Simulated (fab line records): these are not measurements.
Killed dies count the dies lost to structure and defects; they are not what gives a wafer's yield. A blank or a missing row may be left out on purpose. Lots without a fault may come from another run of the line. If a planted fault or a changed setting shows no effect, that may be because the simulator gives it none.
fab line records + flow sky130
record:
- lots: 14
- wafers: 42
- last-day: 50
route steps=708 shown METAL1@454 VIA1@470 METAL2@496
lots that met no fault: from a run of the same line without faults
start-h: the number of hours between the record's first day and the start of the first shown wafer of the lot + wait-h: time in hours since the lot's previous step + " repeats the value in the row above + L1.1+2: a row that stands for several wafers + - either no value or no given start + * or withheld: withheld + < > ~ a bound
route shown NAME@n: a module of which the file shows steps, and the number in the route of the first + usual: the fault-free wafers' mean and standard deviation + same: alike in all rows + chamber/n: place in a boat + sites: per-site readings + _std_site: the standard deviation of these + _edge_site: mean of outer sites minus mean of inner sites + radius-mm: for every site, how far away it sits from the centre of the wafer + mask NAME#n: copy n + behind: the tool/chamber that last shaped the wafer + hold: the reason the lot was held/the length of the hold in hours/how it ended + device: transistor that didn't switch, given as n, p or np + end of line: the tests these same wafers got at the end of their route + a step given without rows: its recipe and nothing more + killed: the dies lost at the first sort to structure and to defects; this is not the yield of the wafer + map: a wafer's dies, marking killed ones x, the rest . and places with no die _
set.NAME: the setting that was run; set.NAME@STEP: the one run at that earlier step + model.NAME: the simulator's own value behind a step, which no gauge read
a sample of lots followed through the steps of the route, with each step as a table and each wafer as a row
services: a tool's chamber out of use, with start hour (start-h, from the record's first day; less than 0 if before it), hours out, and reason
== steps ==
step: SKY_METAL1_STRIP_20
recipe:
- chemistry: O2/N2
- power-w: 1400
- pressure-mtorr: 1500
- platen-temp-c: withheld
- o2-flow-sccm: 3000
- n2-flow-sccm: 300
- overash-fraction: 0.5
usual:
- drypump-motor-current-A: 6.0/0.3
- o2-flow-sccm: 3000/9
- oes-product-au: 0.343/0.0049
- strip-time-to-endpoint-s: 2.71/0.057
| lot.wafer | tool            | chamber | start-h | wait-h | drypump-motor-current-A | o2-flow-sccm | oes-product-au | rf-hours-counter-h | strip-time-to-endpoint-s |
|-----------|-----------------|---------|---------|--------|-------------------------|--------------|----------------|--------------------|--------------------------|
| L934.2    | plasma-asher-02 | 0       | 774.11  | 0.1    | 6.4                     | 3007         | 0.341          | 3                  | 2.65                     |
| L934.3    | "               | 1       | "       | "      | 5.6                     | 2990         | 0.344          | -                  | 2.77                     |
| L934.6    | "               | 0       | "       | "      | 6.4                     | 2990         | 0.340          | -                  | 2.68                     |
| L933.1    | plasma-asher-02 | 0       | 776.24  | 0.1    | 6.4                     | 2996         | 0.345          | 3                  | 2.77                     |
| L933.2    | "               | 1       | "       | "      | 5.5                     | 2998         | 0.352          | 3                  | 2.78                     |
| L933.5    | "               | 0       | "       | "      | 6.4                     | 2992         | 0.355          | -                  | 2.77                     |
| L937.2    | plasma-asher-04 | 1       | 795.61  | 0.1    | 6.0                     | 2993         | 0.352          | 97                 | 2.78                     |
| L937.4    | "               | 0       | "       | "      | 6.1                     | 3006         | 0.341          | -                  | 2.69                     |
| L937.5    | "               | 1       | "       | "      | 6.0                     | 2997         | 0.346          | -                  | 2.70                     |
| L938.2    | plasma-asher-02 | 0       | 813.00  | 0.1    | 6.4                     | 3002         | 0.343          | 7                  | 2.59                     |
| L938.3    | "               | 0       | "       | "      | 6.4                     | 3012         | 0.349          | -                  | 2.75                     |
| L938.5    | "               | 0       | "       | "      | 6.4                     | 3007         | 0.340          | -                  | 2.74                     |
| L940.2    | plasma-asher-03 | 1       | 818.41  | 0.1    | 5.9                     | 3016         | 0.340          | 68                 | 2.72                     |
| L940.4    | "               | 1       | "       | "      | 5.9                     | 3000         | 0.342          | -                  | 2.69                     |
| L940.5    | "               | 0       | "       | "      | 6.2                     | 3014         | 0.346          | -                  | 2.69                     |
| L939.3    | plasma-asher-02 | 1       | 822.78  | 0.1    | 5.5                     | 2981         | 0.350          | -                  | 2.75                     |
| L939.4    | "               | 0       | "       | "      | 6.4                     | 2968         | 0.346          | -                  | 2.69                     |
| L939.5    | "               | 1       | "       | "      | 5.5                     | 3004         | 0.343          | -                  | 2.77                     |
| L941.3    | plasma-asher-02 | 1       | 827.38  | 0.1    | 5.5                     | 2974         | 0.343          | -                  | 2.62                     |
| L941.4    | "               | 0       | "       | "      | 6.4                     | 3012         | 0.336          | -                  | 2.73                     |
| L941.6    | "               | 0       | "       | "      | 6.4                     | 2996         | 0.336          | -                  | 2.63                     |
| L942.1    | plasma-asher-04 | 1       | 836.51  | 0.1    | 6.0                     | 2995         | 0.348          | 102                | 2.73                     |
| L942.2    | "               | 0       | "       | "      | 6.1                     | 2997         | 0.332          | 102                | 2.64                     |
| L942.6    | "               | 1       | "       | "      | 6.0                     | 2996         | 0.337          | -                  | 2.64                     |
| L943.1    | plasma-asher-02 | 0       | 842.96  | 0.1    | 6.4                     | 3002         | 0.340          | 10                 | 2.66                     |
| L943.4    | "               | 1       | "       | "      | 5.5                     | 3019         | 0.346          | -                  | 2.66                     |
| L943.6    | "               | 0       | "       | "      | 6.4                     | 2988         | 0.342          | -                  | 2.76                     |
| L945.2    | plasma-asher-03 | 1       | 858.09  | 0.1    | 6.0                     | 2992         | 0.347          | 73                 | 2.75                     |
| L945.4    | "               | 1       | "       | "      | 5.9                     | 3010         | 0.354          | -                  | 2.77                     |
| L945.5    | "               | 0       | "       | "      | 6.1                     | 3013         | 0.351          | -                  | 2.73                     |
| L946.1    | plasma-asher-02 | 1       | 866.96  | 0.1    | 5.5                     | 3014         | 0.344          | 13                 | 2.66                     |
| L946.2    | "               | 0       | "       | "      | 6.4                     | 3005         | 0.337          | 13                 | 2.70                     |
| L946.4    | "               | 1       | "       | "      | 5.5                     | 2997         | 0.339          | -                  | 2.73                     |
| L949.3    | plasma-asher-02 | 1       | 887.42  | 0.1    | 5.5                     | 3003         | 0.341          | -                  | 2.76                     |
| L949.4    | "               | 0       | "       | "      | 6.4                     | 2994         | 0.349          | -                  | 2.78                     |
| L949.5    | "               | 0       | "       | "      | 6.4                     | 2998         | 0.345          | -                  | 2.74                     |
| L950.4    | plasma-asher-02 | 1       | 893.38  | 0.1    | 5.5                     | 2981         | 0.340          | -                  | 2.71                     |
| L950.5    | "               | 1       | "       | "      | 5.5                     | 2986         | 0.342          | -                  | 2.72                     |
| L950.6    | "               | 0       | "       | "      | 6.4                     | 3014         | 0.345          | -                  | 2.74                     |
| L956.1    | plasma-asher-04 | 0       | 928.00  | 0.1    | 6.1                     | 3015         | 0.347          | 113                | 2.75                     |
| L956.2    | "               | 1       | "       | "      | 6.0                     | 3016         | 0.343          | 113                | 2.58                     |
| L956.3    | "               | 1       | "       | "      | 6.0                     | 3004         | 0.340          | -                  | 2.74                     |
step: SKY_VIA1_CD_MEAS_12
recipe:
- target-cd-nm: 150
usual:
- cd-nm: 150.2/1.3
| lot.wafer | tool      | chamber | start-h | wait-h | cd-nm |
|-----------|-----------|---------|---------|--------|-------|
| L934.2    | cd-sem-02 | -       | 801.16  | -      | 149.9 |
| L934.3    | "         | -       | "       | "      | 149.9 |
| L934.6    | "         | -       | "       | "      | 150.6 |
| L933.1    | cd-sem-02 | -       | 802.86  | -      | 151.8 |
| L933.2    | "         | -       | "       | "      | 151.2 |
| L933.5    | "         | -       | "       | "      | 152.8 |
| L937.2    | cd-sem-02 | -       | 823.73  | -      | 151.3 |
| L937.4    | "         | -       | "       | "      | 151.7 |
| L937.5    | "         | -       | "       | "      | 149.4 |
| L938.2    | cd-sem-02 | -       | 839.78  | -      | 150.2 |
| L938.3    | "         | -       | "       | "      | 151.4 |
| L938.5    | "         | -       | "       | "      | 151.2 |
| L940.2    | cd-sem-02 | -       | 845.38  | -      | 151.3 |
| L940.4    | "         | -       | "       | "      | 151.2 |
| L940.5    | "         | -       | "       | "      | 150.9 |
| L939.3    | cd-sem-02 | -       | 848.23  | -      | 150.5 |
| L939.4    | "         | -       | "       | "      | 150.2 |
| L939.5    | "         | -       | "       | "      | 151.7 |
| L941.3    | cd-sem-02 | -       | 853.51  | -      | 148.8 |
| L941.4    | "         | -       | "       | "      | 148.5 |
| L941.6    | "         | -       | "       | "      | 149.5 |
| L942.1    | cd-sem-01 | -       | 863.46  | -      | 148.1 |
| L942.2    | "         | -       | "       | "      | 149.5 |
| L942.6    | "         | -       | "       | "      | 148.4 |
| L943.1    | cd-sem-02 | -       | 869.51  | -      | 149.0 |
| L943.4    | "         | -       | "       | "      | 148.7 |
| L943.6    | "         | -       | "       | "      | 147.7 |
| L945.2    | cd-sem-02 | -       | 885.21  | -      | 147.1 |
| L945.4    | "         | -       | "       | "      | 149.6 |
| L945.5    | "         | -       | "       | "      | 147.5 |
| L946.1    | cd-sem-01 | -       | 893.71  | -      | 151.5 |
| L946.2    | "         | -       | "       | "      | 150.6 |
| L946.4    | "         | -       | "       | "      | 150.3 |
| L949.3    | cd-sem-02 | -       | 913.33  | -      | 150.8 |
| L949.4    | "         | -       | "       | "      | 149.7 |
| L949.5    | "         | -       | "       | "      | 148.5 |
| L950.4    | cd-sem-02 | -       | 919.20  | -      | 149.6 |
| L950.5    | "         | -       | "       | "      | 149.4 |
| L950.6    | "         | -       | "       | "      | 151.3 |
| L956.1    | cd-sem-01 | -       | 953.96  | -      | 149.7 |
| L956.2    | "         | -       | "       | "      | 149.9 |
| L956.3    | "         | -       | "       | "      | 148.8 |
step: SKY_VIA1_ETCH_15
recipe:
- target: SiO2
- chemistry: C4F8/O2/Ar
- target-depth-nm: 351
- stop-on: TiN
- mask-material: KrF-thick
- source-w: 1500
- bias-w: 1200
- pressure-mtorr: 40
- c4f8-flow-sccm: withheld
- O2_flow_sccm: 6
- Ar_flow_sccm: 300
- time-s: 54
usual:
- oes-product-au: 0.976/0.0059
| lot.wafer | tool        | chamber | start-h | wait-h | oes-product-au | rf-hours-counter-h |
|-----------|-------------|---------|---------|--------|----------------|--------------------|
| L934.2    | rie-diel-01 | 1       | 801.34  | 0.0    | 0.977          | 7                  |
| L934.3    | "           | 3       | "       | "      | 0.965          | 5                  |
| L934.6    | "           | 0       | "       | "      | 0.975          | -                  |
| L933.1    | rie-diel-01 | 0       | 803.06  | 0.0    | 0.984          | 22                 |
| L933.2    | "           | 3       | "       | "      | 0.970          | 5                  |
| L933.5    | "           | 2       | "       | "      | 0.974          | -                  |
| L937.2    | rie-diel-03 | 2       | 823.91  | 0.0    | 0.971          | 6                  |
| L937.4    | "           | 1       | "       | "      | 0.985          | 21                 |
| L937.5    | "           | 3       | "       | "      | 0.981          | -                  |
| L938.2    | rie-diel-03 | 3       | 839.96  | 0.0    | 0.990          | 3                  |
| L938.3    | "           | 1       | "       | "      | 0.976          | 21                 |
| L938.5    | "           | 0       | "       | "      | 0.978          | -                  |
| L940.2    | rie-diel-01 | 0       | 845.56  | 0.0    | 0.981          | 23                 |
| L940.4    | "           | 3       | "       | "      | 0.963          | -                  |
| L940.5    | "           | 1       | "       | "      | 0.971          | -                  |
| L939.3    | rie-diel-03 | 3       | 848.39  | 0.0    | 0.987          | 4                  |
| L939.4    | "           | 0       | "       | "      | 0.983          | 23                 |
| L939.5    | "           | 1       | "       | "      | 0.986          | -                  |
| L941.3    | rie-diel-03 | 2       | 853.66  | 0.0    | 0.976          | 7                  |
| L941.4    | "           | 2       | "       | "      | 0.985          | -                  |
| L941.6    | "           | 0       | "       | "      | 0.981          | -                  |
| L942.1    | rie-diel-01 | 2       | 863.66  | 0.0    | 0.971          | 5                  |
| L942.2    | "           | 1       | "       | "      | 0.974          | 9                  |
| L942.6    | "           | 3       | "       | "      | 0.969          | -                  |
| L943.1    | rie-diel-03 | 0       | 869.71  | 0.0    | 0.977          | 23                 |
| L943.4    | "           | 2       | "       | "      | 0.975          | 7                  |
| L943.6    | "           | 2       | "       | "      | 0.981          | -                  |
| L945.2    | rie-diel-04 | 3       | 885.39  | 0.0    | 0.963          | 26                 |
| L945.4    | "           | 0       | "       | "      | 0.980          | 13                 |
| L945.5    | "           | 0       | "       | "      | 0.975          | -                  |
| L946.1    | rie-diel-01 | 3       | 893.91  | 0.0    | 0.981          | 8                  |
| L946.2    | "           | 2       | "       | "      | 0.975          | 6                  |
| L946.4    | "           | 1       | "       | "      | 0.970          | -                  |
| L949.3    | rie-diel-01 | 3       | 913.49  | 0.0    | 0.975          | 8                  |
| L949.4    | "           | 2       | "       | "      | 0.972          | -                  |
| L949.5    | "           | 3       | "       | "      | 0.968          | -                  |
| L950.4    | rie-diel-03 | 1       | 919.34  | 0.0    | 0.984          | 24                 |
| L950.5    | "           | 2       | "       | "      | 0.968          | -                  |
| L950.6    | "           | 1       | "       | "      | 0.980          | -                  |
| L956.1    | rie-diel-03 | 1       | 954.16  | 0.0    | 0.969          | 25                 |
| L956.2    | "           | 2       | "       | "      | 0.977          | 10                 |
| L956.3    | "           | 0       | "       | "      | 0.983          | 26                 |
step: SKY_METAL2_PEB_13
recipe:
- peb-temp-c: withheld
- peb-time-s: withheld
- resist: KrF-thick
usual:
- chill-plate-temp-C: *
- exhaust-pa: 44.8/0.81
| lot.wafer | tool           | chamber | start-h | wait-h | chill-plate-temp-C | exhaust-pa |
|-----------|----------------|---------|---------|--------|--------------------|------------|
| L934.2    | litho-track-01 | 0       | 828     | -      | *                  | 44.7       |
| L934.3    | "              | 0       | "       | "      | *                  | 43.8       |
| L934.6    | "              | 0       | "       | "      | *                  | 44.8       |
| L933.1    | litho-track-03 | 0       | 830     | -      | *                  | 45.4       |
| L933.2    | "              | 0       | "       | "      | *                  | 44.5       |
| L933.5    | "              | 0       | "       | "      | *                  | 44.1       |
| L937.2    | litho-track-03 | 0       | 850     | -      | *                  | 45.3       |
| L937.4    | "              | 0       | "       | "      | *                  | 45.3       |
| L937.5    | "              | 0       | "       | "      | *                  | 45.6       |
| L938.2    | litho-track-03 | 0       | 866     | -      | *                  | 46.0       |
| L938.3    | "              | 0       | "       | "      | *                  | 45.9       |
| L938.5    | "              | 0       | "       | "      | *                  | 45.6       |
| L940.2    | litho-track-02 | 0       | 872     | -      | *                  | 44.9       |
| L940.4    | "              | 0       | "       | "      | *                  | 44.2       |
| L940.5    | "              | 0       | "       | "      | *                  | 43.9       |
| L939.3    | litho-track-02 | 0       | 875     | -      | *                  | 43.8       |
| L939.4    | "              | 0       | "       | "      | *                  | 44.7       |
| L939.5    | "              | 0       | "       | "      | *                  | 43.0       |
| L941.3    | litho-track-03 | 0       | 881     | -      | *                  | 46.0       |
| L941.4    | "              | 0       | 882     | -      | *                  | 44.2       |
| L941.6    | "              | 0       | "       | "      | *                  | 44.4       |
| L942.1    | litho-track-03 | 0       | 890     | -      | *                  | 44.7       |
| L942.2    | "              | 0       | "       | "      | *                  | 45.0       |
| L942.6    | "              | 0       | "       | "      | *                  | 44.7       |
| L943.1    | litho-track-03 | 0       | 896     | -      | *                  | 44.8       |
| L943.4    | "              | 0       | "       | "      | *                  | 44.2       |
| L943.6    | "              | 0       | "       | "      | *                  | 44.7       |
| L945.2    | litho-track-02 | 0       | 911     | -      | *                  | 44.3       |
| L945.4    | "              | 0       | "       | "      | *                  | 43.6       |
| L945.5    | "              | 0       | "       | "      | *                  | 44.0       |
| L946.1    | litho-track-01 | 0       | 919     | -      | *                  | 45.9       |
| L946.2    | "              | 0       | "       | "      | *                  | 44.9       |
| L946.4    | "              | 0       | "       | "      | *                  | 45.7       |
| L949.3    | litho-track-03 | -       | 940     | -      | -                  | -          |
| L949.4    | "              | -       | "       | "      | -                  | -          |
| L949.5    | "              | -       | "       | "      | -                  | -          |
| L950.4    | litho-track-02 | -       | 944     | -      | -                  | -          |
| L950.5    | "              | -       | "       | "      | -                  | -          |
| L950.6    | "              | -       | "       | "      | -                  | -          |
| L956.1    | litho-track-01 | 0       | 979     | -      | *                  | 44.0       |
| L956.2    | "              | 0       | "       | "      | *                  | 45.9       |
| L956.3    | "              | 0       | "       | "      | *                  | 45.0       |
== services ==
| tool            | chamber | start-h | hours | kind           |
|-----------------|---------|---------|-------|----------------|
| rie-diel-04     | 2       | 783.55  | 2.1   | repair         |
| plasma-asher-02 | -       | 813.79  | 2.2   | repair         |
| rie-diel-04     | 3       | 829.69  | 25.2  | repair         |
| rie-diel-01     | 2       | 835.10  | 16.4  | repair         |
| rie-diel-03     | 3       | 850.93  | 3.8   | repair         |
| rie-diel-01     | 0       | 858.53  | -     | clean          |
| rie-diel-01     | 0       | 858.53  | 35.5  | scheduled-down |
| rie-diel-01     | 0       | 858.53  | 35.5  | vent-cycle     |
| rie-diel-03     | 3       | 896.14  | 11.1  | repair         |
| rie-diel-01     | 1       | 899.80  | 6.7   | repair         |
| rie-diel-01     | 0       | 904.53  | 12.8  | repair         |
| rie-diel-01     | 3       | 906.50  | 4.0   | repair         |
| plasma-asher-04 | -       | 912.02  | 0.9   | repair         |
| rie-diel-04     | -       | 919.24  | 2.1   | repair         |
| rie-diel-04     | -       | 945.37  | 2.0   | repair         |
| rie-diel-04     | 3       | 953.56  | 3.6   | repair         |
| rie-diel-04     | 3       | 957.19  | -     | clean          |
| rie-diel-04     | 3       | 957.19  | 21.8  | scheduled-down |
| rie-diel-04     | 3       | 957.19  | 21.8  | vent-cycle     |
| rie-diel-03     | 0       | 958.02  | -     | clean          |
| rie-diel-03     | 0       | 958.02  | 18.4  | scheduled-down |
| rie-diel-03     | 0       | 958.02  | 18.4  | vent-cycle     |
| rie-diel-04     | 1       | 965.21  | 6.9   | repair         |
| plasma-asher-03 | -       | 976.89  | 28.1  | pm             |
== key ==
first-sign:
- step: SKY_METAL2_PEB_13
- reading: tool-record
- direction: missing
effect none on later readings
met-at SKY_METAL2_PEB_13
struck-lots L949,L950
later-rows-left-out L949.3,L949.4,L949.5,L950.4,L950.5,L950.6
sort-left-out L949.3,L949.4,L949.5,L950.4,L950.5,L950.6
not-acting-at SKY_METAL1_STRIP_20,SKY_VIA1_CD_MEAS_12,SKY_VIA1_ETCH_15
onset-between 911 940
fault:
- kind: skipped-step-whole
- tool: litho-track-02,litho-track-03
- chamber: -
- onset-h: 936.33
- steps: SKY_METAL2_PEB_13
- scope: struck-lots-only
sort-left-out: the simulated sort isn't trusted on such a fault, so these wafers' sort isn't shown, and their yield isn't known
later-rows-left-out: the simulator's readings of these wafers behind a module that went badly wrong aren't trusted and aren't shown, but for the sort
